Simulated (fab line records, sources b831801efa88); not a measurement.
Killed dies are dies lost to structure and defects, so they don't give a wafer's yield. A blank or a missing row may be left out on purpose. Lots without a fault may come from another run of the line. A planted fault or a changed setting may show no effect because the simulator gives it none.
Which tool did it? | flow gf180mcu | 24 lots, 72 wafers sampled, at 6 steps of a route of 602

WHAT THE GAUGES READ, wafer by wafer
The record holds no reading of a measuring or inspecting step that can be judged against a usual standard deviation.

WHICH TOOL RAN EACH LOT (tool, then ch and the chambers of the sampled wafers, then the start)
lot  | GF_SAB_STRIP_13                      | GF_CONTACT_CVD_24             | GF_M3_SPUTTER_04             | GF_M3_STRIP_17                       | GF_MIM_STRIP_20                      | GF_M5_ETCH_09
L074 | plasma_asher-03 ch 0,1, day 15 00:49 | cvd_w-02 ch 0,1, day 16 01:01 | pvd_sputter-01, day 20 06:28 | plasma_asher-04 ch 0,1, day 21 07:11 | plasma_asher-04 ch 0,1, day 25 07:52 | rie_diel-04 ch 0,1,3, day 26 05:54
L075 | plasma_asher-03 ch 0,1, day 15 20:43 | cvd_w-02 ch 0,1, day 16 20:59 | pvd_sputter-02, day 21 04:00 | plasma_asher-01 ch 0,1, day 22 03:28 | plasma_asher-03 ch 0,1, day 26 03:27 | rie_diel-03 ch 0,2,3, day 27 00:57
L076 | plasma_asher-04 ch 0,1, day 15 20:53 | cvd_w-01 ch 0,1, day 16 20:55 | pvd_sputter-01, day 21 03:29 | plasma_asher-03 ch 0,1, day 22 03:07 | plasma_asher-04 ch 0, day 26 02:43   | rie_diel-02 ch 0,2,3, day 27 00:08
L077 | plasma_asher-02 ch 0,1, day 16 00:27 | cvd_w-02 ch 0,1, day 17 01:04 | pvd_sputter-01, day 21 08:16 | plasma_asher-04 ch 0,1, day 22 08:04 | plasma_asher-01 ch 0,1, day 26 06:46 | rie_diel-03 ch 0,1,3, day 27 03:54
L079 | plasma_asher-02 ch 0,1, day 16 22:35 | cvd_w-02 ch 0,1, day 17 23:29 | pvd_sputter-01, day 22 07:06 | plasma_asher-03 ch 0,1, day 23 06:57 | plasma_asher-01 ch 0,1, day 27 02:51 | rie_diel-02 ch 0,3, day 27 23:27
L078 | plasma_asher-04 ch 0,1, day 16 23:56 | cvd_w-02 ch 0,1, day 18 00:39 | pvd_sputter-04, day 22 08:43 | plasma_asher-01 ch 0,1, day 23 08:15 | plasma_asher-04 ch 0,1, day 27 03:24 | rie_diel-03 ch 0,3, day 27 23:53
L080 | plasma_asher-02 ch 0,1, day 17 14:17 | cvd_w-02 ch 0,1, day 18 15:34 | pvd_sputter-02, day 22 21:28 | plasma_asher-03 ch 0,1, day 23 20:02 | plasma_asher-01 ch 0,1, day 27 14:17 | rie_diel-04 ch 0,1, day 28 10:26
L081 | plasma_asher-03 ch 0,1, day 17 18:46 | cvd_w-02 ch 0,1, day 18 20:55 | pvd_sputter-04, day 23 03:07 | plasma_asher-01 ch 0,1, day 24 02:11 | plasma_asher-04 ch 0,1, day 27 19:13 | rie_diel-03 ch 2,3, day 28 14:57
L082 | plasma_asher-04 ch 0,1, day 17 22:06 | cvd_w-02 ch 0,1, day 19 00:37 | pvd_sputter-02, day 23 07:01 | plasma_asher-03 ch 0,1, day 24 05:29 | plasma_asher-04 ch 0,1, day 27 23:42 | rie_diel-03 ch 0,2,3, day 28 19:43
L083 | plasma_asher-04 ch 0,1, day 18 19:13 | cvd_w-02 ch 0,1, day 19 21:11 | pvd_sputter-02, day 24 02:37 | plasma_asher-01 ch 0,1, day 25 00:44 | plasma_asher-03 ch 0,1, day 28 15:25 | rie_diel-02 ch 0,3, day 29 10:44
L084 | plasma_asher-02 ch 0,1, day 18 19:51 | cvd_w-01 ch 0,1, day 19 21:35 | pvd_sputter-04, day 24 03:15 | plasma_asher-04 ch 0,1, day 25 01:52 | plasma_asher-04 ch 0,1, day 28 16:09 | rie_diel-04 ch 0,3, day 29 11:50
L085 | plasma_asher-03 ch 0,1, day 19 07:58 | cvd_w-02 ch 0,1, day 20 10:10 | pvd_sputter-02, day 24 13:54 | plasma_asher-01 ch 0,1, day 25 11:51 | plasma_asher-01 ch 0,1, day 29 03:02 | rie_diel-03 ch 2,3, day 29 23:11
L086 | plasma_asher-02 ch 0,1, day 19 11:19 | cvd_w-02 ch 0,1, day 20 13:53 | pvd_sputter-01, day 24 16:11 | plasma_asher-04 ch 0,1, day 25 14:10 | plasma_asher-03 ch 0,1, day 29 04:32 | rie_diel-04 ch 1,2,3, day 30 00:00
L087 | plasma_asher-04 ch 0,1, day 19 23:07 | cvd_w-02 ch 1, day 21 01:16   | pvd_sputter-04, day 25 04:06 | plasma_asher-04 ch 0,1, day 26 01:52 | plasma_asher-01 ch 0,1, day 29 15:13 | rie_diel-04 ch 0,1,3, day 30 10:35
L088 | plasma_asher-03 ch 0,1, day 20 12:07 | cvd_w-02 ch 0,1, day 21 13:35 | pvd_sputter-04, day 25 13:52 | plasma_asher-03 ch 0,1, day 26 11:04 | plasma_asher-01 ch 0,1, day 29 23:47 | rie_diel-02 ch 0,2,3, day 30 18:30
L089 | plasma_asher-03 ch 0,1, day 20 13:12 | cvd_w-01 ch 0,1, day 21 15:17 | pvd_sputter-04, day 25 17:31 | plasma_asher-01 ch 0,1, day 26 14:44 | plasma_asher-04 ch 0,1, day 30 02:44 | rie_diel-04 ch 1,2, day 30 21:55
L090 | plasma_asher-02 ch 0,1, day 20 15:37 | cvd_w-02 ch 0,1, day 21 17:17 | pvd_sputter-02, day 25 18:50 | plasma_asher-01 ch 0,1, day 26 15:16 | plasma_asher-03 ch 0,1, day 30 03:07 | rie_diel-03 ch 0,2,3, day 30 21:59
L091 | plasma_asher-04 ch 0,1, day 21 07:40 | cvd_w-01 ch 0,1, day 22 09:45 | pvd_sputter-02, day 26 09:28 | plasma_asher-03 ch 0,1, day 27 06:29 | plasma_asher-04 ch 0,1, day 30 17:28 | rie_diel-04 ch 0,1,3, day 31 12:00
L092 | plasma_asher-02 ch 0,1, day 21 13:35 | cvd_w-02 ch 0,1, day 22 14:44 | pvd_sputter-02, day 26 12:14 | plasma_asher-03 ch 0,1, day 27 09:07 | plasma_asher-03 ch 0,1, day 30 20:07 | rie_diel-02 ch 0,1, day 31 14:05
L093 | plasma_asher-04 ch 0,1, day 21 22:31 | cvd_w-01 ch 0,1, day 23 00:05 | pvd_sputter-01, day 26 21:13 | plasma_asher-04 ch 0,1, day 27 18:10 | plasma_asher-04 ch 0,1, day 31 03:28 | rie_diel-03 ch 2,3, day 31 21:11
L094 | plasma_asher-04 ch 0,1, day 22 15:13 | cvd_w-01 ch 0,1, day 23 16:17 | pvd_sputter-01, day 27 13:19 | plasma_asher-03 ch 0,1, day 28 09:31 | plasma_asher-03 ch 0,1, day 31 17:56 | rie_diel-02 ch 1,3, day 32 11:08
L095 | plasma_asher-04 ch 0,1, day 22 16:24 | cvd_w-01 ch 0, day 23 17:23   | pvd_sputter-01, day 27 13:43 | plasma_asher-04 ch 0,1, day 28 10:02 | plasma_asher-03 ch 0,1, day 31 18:02 | rie_diel-04 ch 2,3, day 32 11:29
L096 | plasma_asher-03 ch 0,1, day 23 02:19 | cvd_w-02 ch 0,1, day 24 03:16 | pvd_sputter-01, day 27 20:46 | plasma_asher-01 ch 0,1, day 28 16:52 | plasma_asher-03 ch 0,1, day 31 23:33 | rie_diel-02 ch 1,2,3, day 32 17:05
L097 | plasma_asher-04 ch 0,1, day 23 07:53 | cvd_w-02 ch 0,1, day 24 07:38 | pvd_sputter-04, day 28 02:21 | plasma_asher-03 ch 1, day 28 22:01   | plasma_asher-01 ch 0,1, day 32 04:17 | rie_diel-03 ch 0,1, day 32 20:49
- GF_SAB_STRIP_13: strips in O2/N2.
- GF_CONTACT_CVD_24: deposits W, target thk 300 nm, time 90.339 s.
- GF_M3_SPUTTER_04: material TiN, target thk 50 nm, time 41.7 s.
- GF_M3_STRIP_17: strips in O2/N2.
- GF_MIM_STRIP_20: strips in O2/N2.
- GF_M5_ETCH_09: etches Si3N4 in CF4/O2, target depth 52 nm, time 11.6 s.

WHAT THE TOOLS THEMSELVES READ (means of the sampled wafers that have a number; where no wafer has one, the mark that the record gives instead)
GF_SAB_STRIP_13. Usual: drypump_motor_current_A 5.9 A, standard deviation 0.5; heater_power_w 325 W, standard deviation 42; o2_flow_sccm 3000 sccm, standard deviation 8.9; oes_product_au 0.709 a.u., standard deviation 0.0045; strip_time_to_endpoint_s 12.60 s, standard deviation 0.039.
lot  | tool            | drypump_motor_current_A (A) | heater_power_w (W) | o2_flow_sccm (sccm) | oes_product_au (a.u.) | strip_time_to_endpoint_s (s) | flag
L074 | plasma_asher-03 | 5.8                         | 333                | 3007                | 0.709                 | 12.58                        |
L075 | plasma_asher-03 | 5.7                         | 302                | 3008                | 0.706                 | 12.63                        |
L076 | plasma_asher-04 | 5.4                         | 294                | 3011                | 0.711                 | 12.57                        |
L077 | plasma_asher-02 | 6.6                         | 360                | 3007                | 0.708                 | 12.57                        |
L079 | plasma_asher-02 | 6.7                         | 349                | 3000                | 0.710                 | 12.63                        |
L078 | plasma_asher-04 | 5.6                         | 323                | 3001                | 0.710                 | 12.58                        |
L080 | plasma_asher-02 | 6.7                         | 356                | 3000                | 0.704                 | 12.50                        |
L081 | plasma_asher-03 | 5.7                         | 301                | 3005                | 0.711                 | 12.59                        |
L082 | plasma_asher-04 | 5.5                         | 296                | 2997                | 0.712                 | 12.62                        |
L083 | plasma_asher-04 | 5.5                         | 321                | 3010                | 0.711                 | 12.58                        |
L084 | plasma_asher-02 | 6.6                         | 356                | 2994                | 0.708                 | 12.58                        |
L085 | plasma_asher-03 | 5.8                         | 334                | 2993                | 0.712                 | 12.59                        |
L086 | plasma_asher-02 | 6.7                         | 356                | 2993                | 0.711                 | 12.60                        |
L087 | plasma_asher-04 | 5.6                         | 320                | 2995                | 0.708                 | 12.53                        |
L088 | plasma_asher-03 | 5.7                         | 302                | 2996                | 0.709                 | 12.60                        |
L089 | plasma_asher-03 | 5.8                         | 325                | 2999                | 0.712                 | 12.63                        |
L090 | plasma_asher-02 | 6.6                         | 361                | 3003                | 0.709                 | 12.60                        |
L091 | plasma_asher-04 | 5.5                         | 324                | 2996                | 0.707                 | 12.67                        |
L092 | plasma_asher-02 | 6.7                         | 354                | 3012                | 0.710                 | 12.59                        |
L093 | plasma_asher-04 | 5.5                         | 293                | 3000                | 0.705                 | 12.60                        |
L094 | plasma_asher-04 | 5.5                         | 294                | 3002                | 0.710                 | 12.62                        |
L095 | plasma_asher-04 | 5.5                         | 295                | 2993                | 0.711                 | 12.63                        |
L096 | plasma_asher-03 | 5.8                         | 337                | 2996                | 0.711                 | 12.69                        |
L097 | plasma_asher-04 | 5.5                         | 299                | 3000                | 0.709                 | 12.60                        |

GF_CONTACT_CVD_24. Usual: heater_power_outer_w 591 W, standard deviation 78; heater_power_w 945 W, standard deviation 100.
lot  | tool     | heater_power_outer_w (W) | heater_power_w (W) | flag
L074 | cvd_w-02 | 548                      | 893                |
L075 | cvd_w-02 | 566                      | 912                |
L076 | cvd_w-01 | 712                      | 1106               |
L077 | cvd_w-02 | 572                      | 906                |
L079 | cvd_w-02 | 544                      | 879                |
L078 | cvd_w-02 | 542                      | 880                |
L080 | cvd_w-02 | 543                      | 878                |
L081 | cvd_w-02 | 543                      | 890                |
L082 | cvd_w-02 | 548                      | 870                |
L083 | cvd_w-02 | 547                      | 880                |
L084 | cvd_w-01 | 665                      | 1073               |
L085 | cvd_w-02 | 552                      | 890                |
L086 | cvd_w-02 | 546                      | 895                |
L087 | cvd_w-02 | 543                      | 877                |
L088 | cvd_w-02 | 551                      | 902                |
L089 | cvd_w-01 | 678                      | 1058               |
L090 | cvd_w-02 | 545                      | 871                |
L091 | cvd_w-01 | 673                      | 1069               |
L092 | cvd_w-02 | 548                      | 884                |
L093 | cvd_w-01 | 714                      | 1129               |
L094 | cvd_w-01 | 721                      | 1119               |
L095 | cvd_w-01 | 641                      | 1035               |
L096 | cvd_w-02 | 548                      | 888                |
L097 | cvd_w-02 | 540                      | 892                |

GF_M3_SPUTTER_04. Usual: throttle_valve_pct 29.5 %, standard deviation 0.73.
lot  | tool           | throttle_valve_pct (%) | flag
L074 | pvd_sputter-01 | 29.6                   |
L075 | pvd_sputter-02 | 29.4                   |
L076 | pvd_sputter-01 | 29.4                   |
L077 | pvd_sputter-01 | 29.1                   |
L079 | pvd_sputter-01 | 28.8                   |
L078 | pvd_sputter-04 | 30.3                   |
L080 | pvd_sputter-02 | 28.9                   |
L081 | pvd_sputter-04 | 30.3                   |
L082 | pvd_sputter-02 | 29.1                   |
L083 | pvd_sputter-02 | 29.8                   |
L084 | pvd_sputter-04 | 30.2                   |
L085 | pvd_sputter-02 | 28.9                   |
L086 | pvd_sputter-01 | 29.8                   |
L087 | pvd_sputter-04 | 29.9                   |
L088 | pvd_sputter-04 | 29.8                   |
L089 | pvd_sputter-04 | 29.8                   |
L090 | pvd_sputter-02 | 29.4                   |
L091 | pvd_sputter-02 | 29.9                   |
L092 | pvd_sputter-02 | 29.8                   |
L093 | pvd_sputter-01 | 29.2                   |
L094 | pvd_sputter-01 | 29.2                   |
L095 | pvd_sputter-01 | 29.0                   |
L096 | pvd_sputter-01 | 29.2                   |
L097 | pvd_sputter-04 | 30.5                   |

GF_M3_STRIP_17. Usual: drypump_motor_current_A 5.69 A, standard deviation 0.14; heater_power_w 313 W, standard deviation 37; o2_flow_sccm 3001 sccm, standard deviation 8.3; oes_product_au 0.558 a.u., standard deviation 0.005; strip_time_to_endpoint_s 7.87 s, standard deviation 0.052.
lot  | tool            | drypump_motor_current_A (A) | heater_power_w (W) | o2_flow_sccm (sccm) | oes_product_au (a.u.) | strip_time_to_endpoint_s (s) | flag
L074 | plasma_asher-04 | 5.49                        | 296                | 2995                | 0.557                 | 7.85                         |
L075 | plasma_asher-01 | 5.80                        | 308                | 2992                | 0.557                 | 7.81                         |
L076 | plasma_asher-03 | 5.72                        | 299                | 2999                | 0.560                 | 7.93                         |
L077 | plasma_asher-04 | 5.51                        | 327                | 3011                | 0.560                 | 7.99                         |
L079 | plasma_asher-03 | 5.75                        | 336                | 2996                | 0.560                 | 7.89                         |
L078 | plasma_asher-01 | 5.79                        | 310                | 3001                | 0.559                 | 7.92                         |
L080 | plasma_asher-03 | 5.75                        | 301                | 3003                | 0.557                 | 7.87                         |
L081 | plasma_asher-01 | 5.80                        | 315                | 3011                | 0.558                 | 7.86                         |
L082 | plasma_asher-03 | 5.75                        | 331                | 2990                | 0.559                 | 7.83                         |
L083 | plasma_asher-01 | 5.76                        | 307                | 3001                | 0.556                 | 7.85                         |
L084 | plasma_asher-04 | 5.48                        | 291                | 2997                | 0.558                 | 7.88                         |
L085 | plasma_asher-01 | 5.79                        | 304                | 3010                | 0.557                 | 7.81                         |
L086 | plasma_asher-04 | 5.51                        | 325                | 3002                | 0.560                 | 7.88                         |
L087 | plasma_asher-04 | 5.47                        | 295                | 3001                | 0.552                 | 7.82                         |
L088 | plasma_asher-03 | 5.75                        | 339                | 3002                | 0.559                 | 7.81                         |
L089 | plasma_asher-01 | 5.83                        | 316                | 2994                | 0.556                 | 7.83                         |
L090 | plasma_asher-01 | 5.79                        | 311                | 3008                | 0.557                 | 7.91                         |
L091 | plasma_asher-03 | 5.75                        | 300                | 3011                | 0.564                 | 7.99                         |
L092 | plasma_asher-03 | 5.75                        | 301                | 2997                | 0.556                 | 7.86                         |
L093 | plasma_asher-04 | 5.47                        | 289                | 2997                | 0.561                 | 7.85                         |
L094 | plasma_asher-03 | 5.76                        | 327                | 3005                | 0.562                 | 7.85                         |
L095 | plasma_asher-04 | 5.52                        | 325                | 2993                | 0.562                 | 7.87                         |
L096 | plasma_asher-01 | 5.84                        | 315                | 3005                | 0.559                 | 7.87                         |
L097 | plasma_asher-03 | 5.74                        | 270                | 3013                | 0.555                 | 7.77                         |

GF_MIM_STRIP_20. Usual: drypump_motor_current_A 5.67 A, standard deviation 0.15; heater_power_w 312 W, standard deviation 37; o2_flow_sccm 3001 sccm, standard deviation 9.4; oes_product_au 0.690 a.u., standard deviation 0.0049; strip_time_to_endpoint_s 11.19 s, standard deviation 0.039.
lot  | tool            | drypump_motor_current_A (A) | heater_power_w (W) | o2_flow_sccm (sccm) | oes_product_au (a.u.) | strip_time_to_endpoint_s (s) | flag
L074 | plasma_asher-04 | 5.50                        | 328                | 3006                | 0.690                 | 11.27                        |
L075 | plasma_asher-03 | 5.76                        | 305                | 3004                | 0.684                 | 11.14                        |
L076 | plasma_asher-04 | 5.44                        | 269                | 3012                | 0.694                 | 11.24                        |
L077 | plasma_asher-01 | 5.84                        | 315                | 2997                | 0.690                 | 11.19                        |
L079 | plasma_asher-01 | 5.84                        | 310                | 3007                | 0.689                 | 11.21                        |
L078 | plasma_asher-04 | 5.50                        | 296                | 3014                | 0.692                 | 11.23                        |
L080 | plasma_asher-01 | 5.80                        | 306                | 3000                | 0.693                 | 11.18                        |
L081 | plasma_asher-04 | 5.52                        | 318                | 3000                | 0.693                 | 11.20                        |
L082 | plasma_asher-04 | 5.52                        | 322                | 2996                | 0.686                 | 11.19                        |
L083 | plasma_asher-03 | 5.74                        | 300                | 3015                | 0.689                 | 11.22                        |
L084 | plasma_asher-04 | 5.47                        | 300                | 3006                | 0.689                 | 11.16                        |
L085 | plasma_asher-01 | 5.84                        | 315                | 2991                | 0.688                 | 11.16                        |
L086 | plasma_asher-03 | 5.76                        | 333                | 3004                | 0.698                 | 11.22                        |
L087 | plasma_asher-01 | 5.81                        | 313                | 3002                | 0.688                 | 11.20                        |
L088 | plasma_asher-01 | 5.83                        | 315                | 3001                | 0.695                 | 11.18                        |
L089 | plasma_asher-04 | 5.50                        | 326                | 2995                | 0.689                 | 11.17                        |
L090 | plasma_asher-03 | 5.75                        | 336                | 2990                | 0.688                 | 11.16                        |
L091 | plasma_asher-04 | 5.47                        | 294                | 2997                | 0.692                 | 11.20                        |
L092 | plasma_asher-03 | 5.76                        | 331                | 3013                | 0.693                 | 11.21                        |
L093 | plasma_asher-04 | 5.52                        | 326                | 2995                | 0.690                 | 11.18                        |
L094 | plasma_asher-03 | 5.76                        | 329                | 3001                | 0.688                 | 11.14                        |
L095 | plasma_asher-03 | 5.73                        | 302                | 2999                | 0.688                 | 11.16                        |
L096 | plasma_asher-03 | 5.75                        | 304                | 3000                | 0.691                 | 11.21                        |
L097 | plasma_asher-01 | 5.80                        | 308                | 2996                | 0.682                 | 11.14                        |

GF_M5_ETCH_09. Usual: O2_flow_sccm 10.00 sccm, standard deviation 0.033; drypump_motor_current_A 5.8 A, standard deviation 0.44; oes_product_au 0.995 a.u., standard deviation 0.0096; throttle_valve_pct 5.969 %, standard deviation 0.0089.
lot  | tool        | O2_flow_sccm (sccm) | drypump_motor_current_A (A) | oes_product_au (a.u.) | throttle_valve_pct (%) | flag
L074 | rie_diel-04 | 9.99                | 6.1                         | 0.985                 | 5.970                  |
L075 | rie_diel-03 | 10.00               | 5.4                         | 1.000                 | 5.975                  |
L076 | rie_diel-02 | 9.96                | 6.0                         | 1.003                 | 5.970                  |
L077 | rie_diel-03 | 10.02               | 5.4                         | 0.996                 | 5.963                  |
L079 | rie_diel-02 | 9.98                | 6.0                         | 1.004                 | 5.976                  |
L078 | rie_diel-03 | 10.00               | 5.3                         | 0.994                 | 5.969                  |
L080 | rie_diel-04 | 10.04               | 5.9                         | 0.990                 | 5.975                  |
L081 | rie_diel-03 | 10.02               | 5.1                         | 0.992                 | 5.959                  |
L082 | rie_diel-03 | 10.02               | 5.4                         | 0.994                 | 5.960                  |
L083 | rie_diel-02 | 10.05               | 6.0                         | 1.004                 | 5.972                  |
L084 | rie_diel-04 | 9.98                | 6.2                         | 0.989                 | 5.979                  |
L085 | rie_diel-03 | 10.00               | 5.1                         | 0.998                 | 5.969                  |
L086 | rie_diel-04 | 9.98                | 6.3                         | 0.982                 | 5.964                  |
L087 | rie_diel-04 | 9.99                | 6.1                         | 0.984                 | 5.974                  |
L088 | rie_diel-02 | 9.98                | 6.0                         | 1.008                 | 5.964                  |
L089 | rie_diel-04 | 10.04               | 6.0                         | 0.987                 | 5.964                  |
L090 | rie_diel-03 | 9.97                | 5.4                         | 1.003                 | 5.968                  |
L091 | rie_diel-04 | 10.01               | 6.1                         | 0.987                 | 5.956                  |
L092 | rie_diel-02 | 9.96                | 5.8                         | 0.996                 | 5.970                  |
L093 | rie_diel-03 | 9.99                | 5.3                         | 1.004                 | 5.971                  |
L094 | rie_diel-02 | 9.99                | 5.8                         | 0.998                 | 5.977                  |
L095 | rie_diel-04 | 9.98                | 6.5                         | 0.992                 | 5.972                  |
L096 | rie_diel-02 | 10.01               | 5.9                         | 1.002                 | 5.972                  |
L097 | rie_diel-03 | 10.01               | 5.5                         | 0.990                 | 5.969                  |

THE ANSWER, worked out from the rows above alone
Rule: a lot is off if the mean of its wafers that have a number lies more than 3 standard deviations from the usual mean. A lot without any number at a reading at which 4 lots or more have one is off too. The other lots that the step has rows for count as sound. The gauges are gone through in route order, then the tools' own readings, and for those a lot's mean is taken as printed above. The first step at which some lot is off is used, and at that step the reading that is off furthest; a lot without a number counts as furthest.
No lot is off at any reading shown: from this, nothing can be told.

WHAT THE SIMULATOR HAD PUT IN
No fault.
